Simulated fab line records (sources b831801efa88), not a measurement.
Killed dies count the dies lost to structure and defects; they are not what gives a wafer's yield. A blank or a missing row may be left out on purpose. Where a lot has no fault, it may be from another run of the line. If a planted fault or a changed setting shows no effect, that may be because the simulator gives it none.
A lot that was struck, set against a sound lot | flow gf180mcu | 20 out of 602 route steps
Sound: these wafers, L678.2, L678.3, L678.6. Wafers struck: L685.1, L685.3, L685.5. Last of all comes the cause.
Each step with rows lists, per side, the tool, then ch with its chambers, then its first start. Under that, the readings that differ: sound wafers | struck wafers | difference of the means | sigmas: that difference in standard deviations of wafers without a fault.
alike: readings whose means differ by less than 2 such deviations, and words and numbers that are the same on both sides. not compared: withheld readings, readings that some wafer has no value for, bounds like >300 that may hide the same value, and numbers for which the record gives no deviation and whose values overlap.
A row with sigmas, a row that says differs or no value, or rows on one side alone: a step with any of these is where the two part. Non-overlapping numbers with no deviation appear without sigmas and do not part them. A reading that every wafer of one side lacks parts them only if that side has two wafers or more.

first, 1 step without rows for these wafers: GF_V5_CVD_00 (deposits SiO2, target thk 300 nm, time 50 s).
GF_V5_THK_MEAS_01:
  sound on filmMetro-02 at day 28 18:26; struck on filmMetro-03 at day 30 15:52
  alike: V5_CVD_00_THK
GF_V5_CVD_02: deposits SiO2 from TEOS, target thk 1450 nm, time 163.28 s.
  sound on pecvd-01 ch 0,1, day 28 18:29; struck on pecvd-02 ch 1,2, day 30 15:56
reading          | sound       | struck      | difference | sigmas
heaterPowerW (W) | 778 740 864 | 671 583 587 | -180       | -2
  not compared: sinceWetCleanH
GF_V5_THK_MEAS_03:
  sound on filmMetro-03 at day 28 18:37; struck on filmMetro-02 at day 30 16:02
  alike: V5_CVD_02_THK
GF_V5_CMP_04: polishes SiO2.
  sound on cmp-01 ch 0,1,2, day 28 18:40; struck on cmp-01 ch 0,1,3, day 30 16:06
  alike: motorCurrentA
GF_V5_BOW_MEAS_05:
  sound on filmMetro-03 at day 28 18:59; struck on filmMetro-02 at day 30 16:24
  alike: V5_BOW
then, 6 steps without rows for these wafers: GF_V5_DEHYDRATE_06 (time 60 s); GF_V5_HMDS_07 (prime time 60 s); GF_V5_COAT_08; GF_V5_COAT_09 (resist thk 1000 nm); GF_V5_SOFTBAKE_10 (time 60 s); GF_V5_EXPOSE_11 (exposes mask Via5, target cd 260 nm).
GF_V5_PEB_12: peb time 90 s.
  sound on lithoTrack-01 ch 0, day 29 13:55; struck on lithoTrack-01 ch 0, day 31 09:41
reading               | sound             | struck            | difference | sigmas
heaterPowerTotalW (W) | 85.79 85.77 85.68 | 89.45 89.30 89.26 | +3.59      | +44
  alike: exhaustPa
then, 1 step without rows for these wafers: GF_V5_DEVELOP_13 (develop time 60 s).
GF_V5_CD_MEAS_14: target cd 260 nm.
  sound on cdSem-02 at day 29 14:15; struck on cdSem-02 at day 31 10:02
  alike: cdNm
GF_V5_OVL_MEAS_15:
  sound on overlay-01 at day 29 14:21; struck on overlay-01 at day 31 10:09
  alike: V5_OVL
GF_V5_ETCH_16: etches BARC in N2/H2.
  sound on rieDiel-03 ch 0,1,2, day 29 14:23; struck on rieDiel-04 ch 0,2,3, day 31 10:11
  alike: drypumpMotorCurrentA, n2FlowSccm, oesProductAu, throttleValvePct
  not compared: model.V5.cdNm
GF_V5_ETCH_17: etches SiO2 in C4F8/O2/Ar, stops on TiN, target depth 855 nm.
  sound on rieDiel-03 ch 0,1,2; struck on rieDiel-04 ch 0,2,3
  alike: oesProductAu
  not compared: model.V5.cdNm
GF_V5_STRIP_18: strips in O2/N2.
  sound on plasmaAsher-02 ch 1, day 29 14:32; struck on plasmaAsher-03 ch 0,1, day 31 10:20
reading                  | sound       | struck      | difference | sigmas
drypumpMotorCurrentA (A) | 6.6 6.6 6.6 | 5.7 6.0 5.7 | -0.8       | -2
heaterPowerW (W)         | 363 363 371 | 305 311 309 | -57        | -2
  alike: n2FlowSccm, oesProductAu, platenTempC
  not compared: rfHoursCounterH
then, 1 step without rows for these wafers: GF_PASSIVATION_PROBE_99.

== WHERE THEY PART ==
At GF_V5_CVD_02 first; at GF_V5_STRIP_18 last (within this record only).

WHY: whatever the simulator had introduced
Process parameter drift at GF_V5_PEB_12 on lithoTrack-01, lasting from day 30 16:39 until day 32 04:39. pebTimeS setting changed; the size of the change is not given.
